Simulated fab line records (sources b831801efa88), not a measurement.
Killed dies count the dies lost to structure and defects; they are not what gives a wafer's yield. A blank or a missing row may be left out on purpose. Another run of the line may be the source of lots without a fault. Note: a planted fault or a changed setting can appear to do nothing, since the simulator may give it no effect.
One fault through the eyes of 2 desks | flow gf180mcu | only its own numbers are on each desk; what lay behind them is given at the end

THE TOOL OWNER'S DESK: plasma asher-01
The tool's own readings at GF_MIM_STRIP_20 (strips in O2/N2): means of the sampled wafers that have a number, for each lot that ran on this tool. Marked OUT: a lot whose mean sits more than 4 standard deviations from the usual mean, which makes it out of limits; the brackets give that distance.
Columns: A = chamber pressure mTorr at GF_MIM_STRIP_20, usual 1499.8 mTorr; B = drypump motor current A at GF_MIM_STRIP_20, usual 5.9 A; C = heater power w at GF_MIM_STRIP_20, usual 366 W; D = oes product au at GF_MIM_STRIP_20, usual 0.691 a.u.; E = strip time to endpoint s at GF_MIM_STRIP_20, usual 11.21 s
lot  | first seen here | A      | B   | C   | D     | E
L316 | day 25 18:43    | 1500.1 | 5.7 | 365 | 0.697 | 11.21
This desk's finding: nothing out of limits on the one lot.

AT THE METROLOGY DESK
Lot by lot, what the gauges showed, no matter which tool ran the lot: averages of those sampled wafers that carry a number. Marked OUT: a lot whose mean sits more than 4 standard deviations from the usual mean, which makes it out of limits; the brackets give that distance.
Columns: A = V1_CVD_00_THK at GF_V1_THK_MEAS_01, usual 600 nm; B = M4_OVL at GF_M4_OVL_MEAS_15, usual -2 nm
lot  | first seen here | A   | B
L316 | day 17 12:47    | 600 | -3
L318 | day 18 07:44    | 601 | -11
L319 | day 18 19:10    | 605 | 5
L322 | day 19 22:26    | 604 | 5
L325 | day 20 19:33    | 599 | 1
L326 | day 21 04:33    | 599 | -9
L327 | day 21 15:45    | 605 | -2
L328 | day 22 00:34    | 609 | -7
L329 | day 22 08:42    | 610 | -5
L332 | day 23 13:30    | 597 | 0
L334 | day 24 01:47    | 603 | -14
L338 | day 25 04:20    | 599 | -3
This desk's verdict: no lot among the 12 shows anything out of limits.

ALL TOGETHER
The desk of the tool owner found nothing out of limits.
At the metrology desk, nothing out of limits was observed.

WHAT WAS PUT IN BY THE SIMULATOR
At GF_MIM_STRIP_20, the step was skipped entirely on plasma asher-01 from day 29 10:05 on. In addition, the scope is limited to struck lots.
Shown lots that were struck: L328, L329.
